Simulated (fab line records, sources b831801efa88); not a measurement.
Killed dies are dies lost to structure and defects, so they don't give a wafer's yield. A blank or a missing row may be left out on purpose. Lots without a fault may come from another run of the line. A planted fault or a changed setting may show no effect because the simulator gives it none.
fab line records | flow sfq_line
record lots=6 wafers=18 last_day=96
route steps=325 shown M3@132 I3@133 M4@148
lots that met no fault: from a run of the same line without faults
start_h: hours from the record's first day to the start of the lot's first wafer shown | wait_h: hours since the lot's step before | " the same as in the row above | L1.1+2: a row that stands for several wafers | - no value, or no start given | * or withheld: withheld | < > ~ a bound
route shown NAME@n: a module of which the file shows steps, and the number in the route of the first | usual: mean/standard deviation of fault-free wafers | same: alike in all rows | chamber/n: place in a boat | sites: the reading at each site | _std_site: their standard deviation | _edge_site: outer sites' mean less inner sites' | radius_mm: how far each site lies from the wafer's centre | mask NAME#n: copy n | behind: the tool/chamber that last shaped the wafer | hold: why the lot was held/for how many hours/how that ended | device: the transistor (n, p or np) that didn't switch | end of line: the same wafers' tests at the end of the route | a step without rows: its recipe alone | killed: dies lost to structure and defects at the first sort, not the wafer's yield | map: a wafer's dies, x killed, . not, _ none there
set.NAME: the setting as run; set.NAME@STEP: as run at that earlier step | model.NAME: the simulator's own value behind a step, which no gauge read
lots at some steps of the route; a table a step, a row a wafer
services: from which hour (start_h, from the record's first day; less than 0 if before it) a tool's chamber was out of use, for how many hours, and why
## steps
# step SFQ_TRILAYER_M3_STRIP_SOLV_CLEAN_080
# recipe chemistry=NMP temp_c=70 time_s=600
# step SFQ_TRILAYER_I3_DEP_PECVD_081
# recipe material=SiO2 temp_c=150 time_s=111.11 pressure_torr=2.4 rf_w=183.3 precursor=SiH4/N2O target_thk_nm=500
# usual chamber_pressure_Torr=2.400/0.0049 heater_power_w=84/14 throttle_valve_pct=24.1/0.93
# columns lot.wafer tool chamber start_h wait_h chamber_pressure_Torr heater_power_w throttle_valve_pct
L331.2 pecvd-04 2 1025.93 0.0 2.392 98 25.0
L331.3 " 1 " " 2.396 129 23.3
L331.4 " 0 " " 2.393 68 24.9
L337.1 pecvd-03 0 1084.38 0.0 2.398 66 24.0
L337.2 " 1 " " 2.398 82 24.6
L337.5 " 2 " " 2.392 88 23.6
L338.2 pecvd-01 1 1096.40 0.0 2.401 84 22.4
L338.3 " 0 " " 2.394 81 23.5
L338.4 " 0 " " 2.400 83 23.6
L348.3 pecvd-04 0 1313.81 0.0 2.407 81 25.9
L348.4 " 2 " " 2.398 96 25.4
L348.5 " 2 " " 2.407 78 25.3
L352.1 pecvd-03 0 1355.50 0.0 2.399 68 24.5
L352.3 " 2 " " 2.395 93 23.9
L352.5 " 2 " " 2.397 78 24.0
L353.1 pecvd-01 1 1363.22 0.0 2.395 98 22.7
L353.2 " 0 " " 2.399 88 25.0
L353.3 " 2 " " 2.404 68 22.3
# step SFQ_TRILAYER_I3_CMP_CMP_082
# recipe material=SiO2 down_force_psi=3 platen_rpm=60 pad_velocity_m_s=0.94248
# usual motor_current_A=10.3/0.97 slurry_filter_dp_kPa=13.49/0.14 slurry_flow_ml_min=150.0/0.45 time_to_endpoint_s=218/7.1
# columns lot.wafer tool chamber start_h wait_h motor_current_A slurry_filter_dp_kPa slurry_flow_ml_min time_to_endpoint_s
L331.4 cmp-02 2 1027.31 1.3 11.4 13.51 149.7 219
L331.3 " 3 " " 9.2 13.80 150.1 210
L331.2 " 0 " " 9.1 13.52 149.5 219
L337.1 cmp-02 2 1088.83 4.4 11.5 13.75 150.2 212
L337.2 " 0 1089.83 5.4 8.7 13.44 149.5 224
L337.5 " 2 1090.83 6.4 11.5 13.46 150.1 216
L338.4 cmp-01 3 1101.13 4.7 10.1 13.43 150.5 220
L338.2 " 0 " " 9.6 13.55 149.7 204
L338.3 " 1 " " 9.5 13.53 149.9 214
L348.4 cmp-02 2 1314.39 0.5 11.3 13.36 150.0 212
L348.3 " 0 1315.39 1.5 9.3 13.44 150.1 213
L348.5 " 1 " " 11.3 13.56 149.8 210
L352.1 cmp-02 3 1356.58 1.0 9.4 13.66 149.5 221
L352.3 " 0 " " 8.8 13.47 150.6 216
L352.5 " 2 1358.08 2.5 11.3 13.27 149.1 221
L353.3 cmp-01 1 1363.48 0.2 9.5 13.41 150.2 211
L353.2 " 2 " " 10.6 13.66 149.7 220
L353.1 " 0 1364.98 1.7 9.7 13.19 149.3 212
# step SFQ_I3_BOW_MEAS_922
# recipe mode=bow
# usual I3_BOW=2/11
# columns lot.wafer tool chamber start_h wait_h I3_BOW[um]
L331.2 film_metro-02 - 1029.83 1.0 -2
L331.3 " - " " 8
L331.4 " - " " 19
L337.1 film_metro-02 - 1091.83 2.5 -1
L337.2 " - " " 7
L337.5 " - " " 22
L338.2 film_metro-01 - 1103.65 1.5 1
L338.3 " - " " -10
L338.4 " - " " -2
L348.3 film_metro-03 - 1316.93 1.0 -9
L348.4 " - " " -2
L348.5 " - " " -12
L352.1 film_metro-02 - 1358.58 1.5 10
L352.3 " - " " 9
L352.5 " - " " -1
L353.1 film_metro-03 - 1366.48 1.0 3
L353.2 " - " " -6
L353.3 " - " " 3
# step SFQ_TRILAYER_I3_METRO_MEASURE_083
# usual thk_nm=198.4/1.1
# columns lot.wafer tool chamber start_h wait_h thk_nm
L331.2 film_metro-02 - 1030.13 0.3 199.9
L331.3 " - " " 198.7
L331.4 " - " " 198.4
L337.1 film_metro-02 - 1091.95 0.1 198.5
L337.2 " - " " 199.2
L337.5 " - " " 199.2
L338.2 film_metro-01 - 1103.95 0.3 197.7
L338.3 " - " " 197.4
L338.4 " - " " 197.4
L348.3 film_metro-03 - 1317.41 0.5 197.0
L348.4 " - " " 197.0
L348.5 " - " " 198.0
L352.1 film_metro-02 - 1358.70 0.1 198.4
L352.3 " - " " 197.6
L352.5 " - " " 199.7
L353.1 film_metro-03 - 1366.60 0.1 200.0
L353.2 " - " " 197.7
L353.3 " - " " 199.1
# step SFQ_TRILAYER_I3_VIA_LITHO_COAT_090
# recipe resist=BARC spin_rpm=3000 resist_thk_nm=62
# step SFQ_TRILAYER_I3_VIA_LITHO_COAT_085
# recipe resist=KrF spin_rpm=3000 resist_thk_nm=650
# step SFQ_TRILAYER_I3_VIA_LITHO_SOFTBAKE_089
# recipe temp_c=withheld time_s=withheld resist=KrF
# step SFQ_TRILAYER_I3_VIA_LITHO_EXPOSE_086
# recipe mask_id=I3 na=0.6 source_shape=conventional sigma_outer=0.65 target_cd_nm=500 dose_mj=21.3
# step SFQ_TRILAYER_I3_VIA_LITHO_PEB_088
# recipe peb_temp_c=115.7 peb_time_s=60 resist=KrF
# step SFQ_TRILAYER_I3_VIA_LITHO_DEVELOP_087
# recipe time_s=60 resist=KrF
# step SFQ_I3_OVL_MEAS_923
# usual I3_OVL=2/5.2
# columns lot.wafer tool chamber start_h wait_h I3_OVL[nm]
L331.2 overlay-02 - 1033.39 0.1 -2
L331.3 " - " " -3
L331.4 " - " " 1
L337.1 overlay-02 - 1232.56 0.1 4
L337.2 " - " " -3
L337.5 " - " " 7
L338.2 overlay-02 - 1245.21 0.1 3
L338.3 " - " " 7
L338.4 " - " " 7
L348.3 overlay-02 - 1320.47 0.1 7
L348.4 " - " " 1
L348.5 " - " " 4
L352.1 overlay-01 - 1362.27 0.1 1
L352.3 " - " " 6
L352.5 " - " " -3
L353.1 overlay-02 - 1370.05 0.1 6
L353.2 " - " " 7
L353.3 " - " " 6
# step SFQ_TRILAYER_I3_VIA_BARC_OPEN_VIA_ETCH_121
# recipe mask_material=PR chemistry=O2 target_depth_nm=125 target=BARC source_w=500 bias_w=80 pressure_mtorr=30 time_s=41.7
# usual bias_w=79.98/0.26 chamber_pressure_mTorr=29.997/0.028 drypump_motor_current_A=6.0/0.39 oes_product_au=0.685/0.0043
# columns lot.wafer tool chamber start_h wait_h bias_w chamber_pressure_mTorr drypump_motor_current_A oes_product_au rf_hours_counter_h model.KrF_of_TRILAYER_I3_VIA_LITHO_COAT_085.thk_nm
L331.2 rie_diel-02 0 1033.42 0.0 79.79 29.965 6.1 0.680 6 570.8
L331.3 " 3 " " 79.99 29.993 6.3 0.681 5 573.4
L331.4 " 1 " " 80.03 29.993 5.7 0.681 10 571.9
L337.1 rie_diel-03 1 1232.60 0.0 - - - - - 624.7
L337.2 " 3 " " - - - - - 625.8
L337.5 " 1 " " - - - - - 622.1
L338.2 rie_diel-04 0 1245.24 0.0 - - - - - 621.4
L338.3 " 3 " " - - - - - 622.1
L338.4 " 1 " " - - - - - 622
L348.3 rie_diel-02 3 1320.50 0.0 79.85 29.996 6.4 0.684 10 572.9
L348.4 " 2 " " 80.18 29.976 6.3 0.690 8 570.5
L348.5 " 2 " " 80.41 30.007 6.3 0.686 - 572.5
L352.1 rie_diel-03 0 1362.31 0.0 79.60 30.010 6.4 0.683 5 576
L352.3 " 2 " " 80.09 30.012 6.4 0.678 7 574.3
L352.5 " 0 " " 79.64 30.035 6.4 0.682 - 576.1
L353.1 rie_diel-03 1 1370.09 0.0 80.10 29.995 5.5 0.682 12 570.2
L353.2 " 0 " " 80.37 29.997 6.4 0.677 6 572.1
L353.3 " 2 " " 80.20 30.002 6.5 0.687 7 568.7
# step SFQ_TRILAYER_I3_VIA_ETCH_VIA_ETCH_088
# recipe target=SiO2 stop_on=Nb mask_material=PR taper_deg=20 chemistry=CHF3 target_depth_nm=260 source_w=500 bias_w=80 pressure_mtorr=30 time_s=withheld
# usual bias_w=80.01/0.24 chamber_pressure_mTorr=30.00/0.031 drypump_motor_current_A=6.0/0.4 oes_product_au=0.850/0.0053
# columns lot.wafer tool chamber start_h wait_h bias_w chamber_pressure_mTorr drypump_motor_current_A oes_product_au model.KrF_of_TRILAYER_I3_VIA_LITHO_COAT_085.thk_nm
L331.2 rie_diel-02 0 1033.46 0.0 79.98 29.99 6.1 0.850 526.4
L331.3 " 3 " " 80.21 29.98 6.4 0.847 529.5
L331.4 " 1 " " 80.15 30.00 5.7 0.852 527.5
L337.1 rie_diel-03 1 1232.64 0.0 80.65 30.01 5.5 0.379 580.1
L337.2 " 3 " " 80.12 30.05 6.3 0.385 580.4
L337.5 " 1 " " 80.23 30.03 5.5 0.374 577.2
L338.2 rie_diel-04 0 1245.28 0.0 79.82 30.00 6.0 0.372 577
L338.3 " 3 " " 80.06 29.82 5.6 0.380 577.2
L338.4 " 1 " " 79.63 29.99 5.3 0.371 576.2
L348.3 rie_diel-02 3 1320.54 0.0 79.66 29.99 6.4 0.854 528.1
L348.4 " 2 " " 79.63 30.02 6.3 0.850 525.4
L348.5 " 2 " " 79.70 30.00 6.3 0.851 527.7
L352.1 rie_diel-03 0 1362.35 0.0 80.43 30.00 6.4 0.853 531.5
L352.3 " 2 " " 80.14 30.06 6.5 0.856 528.7
L352.5 " 0 " " 79.93 29.99 6.4 0.854 531.7
L353.1 rie_diel-03 1 1370.13 0.0 79.87 30.02 5.5 0.855 524.8
L353.2 " 0 " " 80.28 30.04 6.4 0.852 527.5
L353.3 " 2 " " 79.75 29.98 6.5 0.849 523.4
# step SFQ_TRILAYER_I3_VIA_STRIP_STRIP_089
# recipe gas=O2 power_w=200 platen_temp_c=40 overash_fraction=0.65 chemistry=O2 pressure_mtorr=50
# usual chamber_pressure_mTorr=50.00/0.045 drypump_motor_current_A=6.0/0.31 oes_product_au=0.999/0.0078
# columns lot.wafer tool chamber start_h wait_h chamber_pressure_mTorr drypump_motor_current_A oes_product_au rf_hours_counter_h
L331.2 rie_metal-04 0 1033.57 - 50.06 5.7 1.006 112
L331.3 " 0 " " 50.07 5.7 0.994 -
L331.4 " 1 " " 50.07 6.3 0.998 -
L337.1 rie_metal-04 1 1232.75 - 49.98 6.4 0.996 108
L337.2 " 0 " " 50.00 5.7 0.998 18
L337.5 " 1 " " 50.03 6.4 1.009 -
L338.2 rie_metal-04 0 1245.39 - 50.02 5.7 0.987 19
L338.3 " 0 " " 50.05 5.7 0.998 -
L338.4 " 1 " " 49.92 6.4 0.992 -
L348.3 rie_metal-01 0 1320.85 - 50.00 5.6 1.000 -
L348.4 " 1 " " 49.98 5.9 1.002 -
L348.5 " 1 " " 49.99 5.9 1.005 -
L352.1 rie_metal-01 0 1362.46 - 50.04 5.6 1.010 102
L352.3 " 0 " " 50.02 5.7 1.008 -
L352.5 " 1 " " 50.00 5.9 1.002 -
L353.1 rie_metal-03 1 1370.24 - 49.98 5.8 0.978 71
L353.2 " 0 " " 50.05 6.3 1.003 119
L353.3 " 1 " " 49.97 5.8 0.991 -
# step SFQ_TRILAYER_I3_VIA_STRIP_SOLV_CLEAN_090
# recipe chemistry=NMP temp_c=70 time_s=600
# step SFQ_TRILAYER_M4_DEP_PRE_CLEAN_092
# recipe gas=Ar time_s=22.5 bias_v=250
# step SFQ_TRILAYER_M4_DEP_SPUTTER_091
# recipe material=Nb base_pressure_pa=1.33e-06 chamber_pressure_pa=0.1333 substrate_temp_c=20 resputter_cathode_voltage_v=400 target_thk_nm=200 power_w=2000 time_s=133.3
# usual throttle_valve_pct=29.7/1.1
# columns lot.wafer tool chamber start_h wait_h throttle_valve_pct
L331.2 pvd_sputter-03 - 1034.38 0.0 29.5
L331.3 " - " " 29.4
L331.4 " - " " 30.3
L337.1 pvd_sputter-06 - 1233.55 0.0 28.6
L337.2 " - " " 28.8
L337.5 " - " " 29.4
L338.2 pvd_sputter-05 - 1246.19 0.0 29.0
L338.3 " - " " 30.9
L338.4 " - " " 28.4
L348.3 pvd_sputter-05 - 1321.45 0.0 30.8
L348.4 " - " " 29.1
L348.5 " - " " 28.9
L352.1 pvd_sputter-05 - 1363.26 0.0 28.2
L352.3 " - " " 30.7
L352.5 " - " " 28.3
L353.1 pvd_sputter-05 - 1371.05 0.0 28.3
L353.2 " - " " 30.8
L353.3 " - " " 29.1
# step SFQ_M4_RS_MEAS_924
# recipe thk_meas_gauge=four-point-probe reads=Nb_of_TRILAYER_M4_DEP_SPUTTER_091
# usual M4_NB_RS=0.891/0.0088
# columns lot.wafer tool chamber start_h wait_h M4_NB_RS[ohm/sq]
L331.2 film_metro-04 - 1034.49 0.1 0.879
L331.3 " - " " 0.888
L331.4 " - " " 0.884
L337.1 film_metro-04 - 1233.64 0.0 0.881
L337.2 " - " " 0.887
L337.5 " - " " 0.884
L338.2 film_metro-04 - 1246.30 0.1 0.888
L338.3 " - " " 0.887
L338.4 " - " " 0.897
L348.3 film_metro-01 - 1321.58 0.1 0.896
L348.4 " - " " 0.898
L348.5 " - " " 0.898
L352.1 film_metro-01 - 1363.35 0.0 0.895
L352.3 " - " " 0.886
L352.5 " - " " 0.892
L353.1 film_metro-04 - 1371.14 0.0 0.900
L353.2 " - " " 0.898
L353.3 " - " " 0.904
# step SFQ_TRILAYER_M4_LITHO_COAT_098
# recipe resist=BARC spin_rpm=3063 resist_thk_nm=62
# step SFQ_TRILAYER_M4_LITHO_COAT_093
# recipe resist=KrF spin_rpm=3000 resist_thk_nm=600
# step SFQ_TRILAYER_M4_LITHO_SOFTBAKE_097
# recipe temp_c=withheld time_s=withheld resist=KrF
# step SFQ_TRILAYER_M4_LITHO_EXPOSE_094
# recipe mask_id=M4 na=0.6 source_shape=conventional sigma_outer=0.65 target_cd_nm=500 dose_mj=14.4
# usual exposure_dose_mJ_cm2=14.399/0.013 focus_offset_nm=0.1/0.53
# columns lot.wafer tool chamber start_h wait_h mask exposure_dose_mJ_cm2 focus_offset_nm
L331.2 krf_scanner-02 0 1039.19 - M4#0 14.407 0.1
L331.3 " 0 " " M4#0 14.397 0.1
L331.4 " 0 " " M4#0 14.409 1.1
L337.1 krf_scanner-01 - 1234.90 - M4#0 - -
L337.2 " - " " M4#0 - -
L337.5 " - " " M4#0 - -
L338.2 krf_scanner-01 - 1380.25 - M4#0 - -
L338.3 " - " " M4#0 - -
L338.4 " - " " M4#0 - -
L348.3 krf_scanner-01 0 1454.22 - M4#0 14.407 -0.5
L348.4 " 0 " " M4#0 14.404 0.6
L348.5 " 0 " " M4#0 14.420 -1.2
L352.1 krf_scanner-01 0 1495.67 - M4#0 14.412 -0.3
L352.3 " 0 " " M4#0 14.402 0.4
L352.5 " 0 " " M4#0 14.379 -0.1
L353.1 krf_scanner-01 0 1500.47 - M4#0 14.400 0.1
L353.2 " 0 " " M4#0 14.402 -0.3
L353.3 " 0 " " M4#0 14.396 -0.7
# step SFQ_TRILAYER_M4_LITHO_PEB_096
# recipe peb_temp_c=115 peb_time_s=60 resist=KrF
## services
# columns tool chamber start_h hours kind
cmp-02 - 1005.30 3.9 repair
rie_diel-03 - 1009.60 2.1 repair
krf_scanner-01 - 1019.74 1.3 pm
rie_diel-02 2 1045.09 6.0 repair
rie_diel-02 0 1045.99 4.9 repair
krf_scanner-01 - 1052.06 1.0 pm
rie_diel-02 1 1059.08 1.4 repair
cmp-02 - 1072.80 0.6 repair
krf_scanner-01 - 1135.89 0.8 pm
rie_diel-03 - 1139.75 0.4 repair
rie_diel-03 - 1145.17 10.0 pm
krf_scanner-01 - 1177.88 7.2 pm
krf_scanner-01 - 1194.84 1.3 pm
krf_scanner-01 - 1221.33 1.0 pm
rie_diel-03 2 1238.97 7.8 repair
krf_scanner-01 - 1240.78 0.5 repair
rie_diel-03 2 1257.84 9.7 repair
krf_scanner-01 - 1305.15 0.8 pm
krf_scanner-01 - 1354.60 4.0 pm
krf_scanner-01 - 1370.74 1.3 pm
krf_scanner-01 - 1390.85 1.0 pm
krf_scanner-01 - 1427.75 2.1 repair
rie_diel-03 - 1435.46 2.8 pm
rie_diel-03 0 1496.75 5.7 repair
## key
first_sign step=SFQ_TRILAYER_I3_VIA_BARC_OPEN_VIA_ETCH_121 reading=tool_record direction=missing
effect step=SFQ_TRILAYER_I3_VIA_ETCH_VIA_ETCH_088 reading=oes_product_au direction=down sigmas=89 usual=0.850 struck=0.377
effect step=SFQ_TRILAYER_M4_LITHO_EXPOSE_094 reading=tool_record direction=missing
model_effect step=SFQ_TRILAYER_I3_VIA_BARC_OPEN_VIA_ETCH_121 value=KrF_of_TRILAYER_I3_VIA_LITHO_COAT_085.thk_nm without=571.2 struck=623
model_effect step=SFQ_TRILAYER_I3_VIA_ETCH_VIA_ETCH_088 value=KrF_of_TRILAYER_I3_VIA_LITHO_COAT_085.thk_nm without=526.2 struck=578
met_at SFQ_TRILAYER_I3_VIA_BARC_OPEN_VIA_ETCH_121
struck_wafers L337.1,L337.2,L337.5,L338.2,L338.3,L338.4
fault kind=skipped_step_whole tool=rie_diel-03,rie_diel-04 chamber=- onset_h=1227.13 steps=SFQ_TRILAYER_I3_VIA_BARC_OPEN_VIA_ETCH_121 scope=struck_lots_only
